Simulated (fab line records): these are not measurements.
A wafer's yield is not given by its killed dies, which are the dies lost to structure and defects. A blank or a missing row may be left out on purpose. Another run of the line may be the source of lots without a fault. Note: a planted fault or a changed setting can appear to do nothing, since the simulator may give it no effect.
What tool caused it? || flow gf180mcu || Sampling: 6 lots, 18 wafers, 2 of 602 route steps

WHAT THE GAUGES SHOWED, per wafer
GF_M1_THK_MEAS_06: measures by xrf.
{"lot": "L297", "measured": "day 17 15:34", "on": "film_metro-03", "M1_ALCU_THK (nm)": "455 469 467"}
{"lot": "L301", "measured": "day 18 23:01", "on": "film_metro-03", "M1_ALCU_THK (nm)": "457 459 462"}
{"lot": "L309", "measured": "day 22 00:31", "on": "film_metro-02", "M1_ALCU_THK (nm)": "454 455 452"}
{"lot": "L311", "measured": "day 22 19:38", "on": "film_metro-02", "M1_ALCU_THK (nm)": "445 448 447"}
{"lot": "L313", "measured": "day 23 11:15", "on": "film_metro-03", "M1_ALCU_THK (nm)": "453 455 450"}
{"lot": "L316", "measured": "day 24 04:40", "on": "film_metro-02", "M1_ALCU_THK (nm)": "443 446 457"}

EACH LOT AND THE TOOL THAT RAN IT (in order: tool; ch and the chambers of the sampled wafers; start)
{"lot": "L297", "GF_CONTACT_ETCH_16": "rie_diel-03 ch 0,1,3, day 17 14:04"}
{"lot": "L301", "GF_CONTACT_ETCH_16": "rie_diel-02 ch 0,1, day 18 21:32"}
{"lot": "L309", "GF_CONTACT_ETCH_16": "rie_diel-02 ch 0,1,2, day 21 23:01"}
{"lot": "L311", "GF_CONTACT_ETCH_16": "rie_diel-03 ch 0,2,3, day 22 18:09"}
{"lot": "L313", "GF_CONTACT_ETCH_16": "rie_diel-03 ch 0,3, day 23 09:46"}
{"lot": "L316", "GF_CONTACT_ETCH_16": "rie_diel-01 ch 0,1, day 24 03:11"}
- GF_CONTACT_ETCH_16: etches BARC in N2/H2.

THE ANSWER, worked out from the rows above alone
Rule: what is usual is taken from the lots themselves. The widest of any qualifying gaps counts: lots, ordered by their means at a reading, are off when they make up no more than a third of the lots, leave a main group of 4 or more, and stand apart from it by 3 or more times the standard deviation of that group's means. Not used: any main group whose means are identical at the precision the tables above print for the reading. A lot without any number at a reading at which 4 lots or more have one is off too. Where the step has rows for the other lots, those lots are counted as sound.
No lot is off at any reading shown: from this, nothing can be told.

WHAT THE SIMULATOR HAD INSERTED
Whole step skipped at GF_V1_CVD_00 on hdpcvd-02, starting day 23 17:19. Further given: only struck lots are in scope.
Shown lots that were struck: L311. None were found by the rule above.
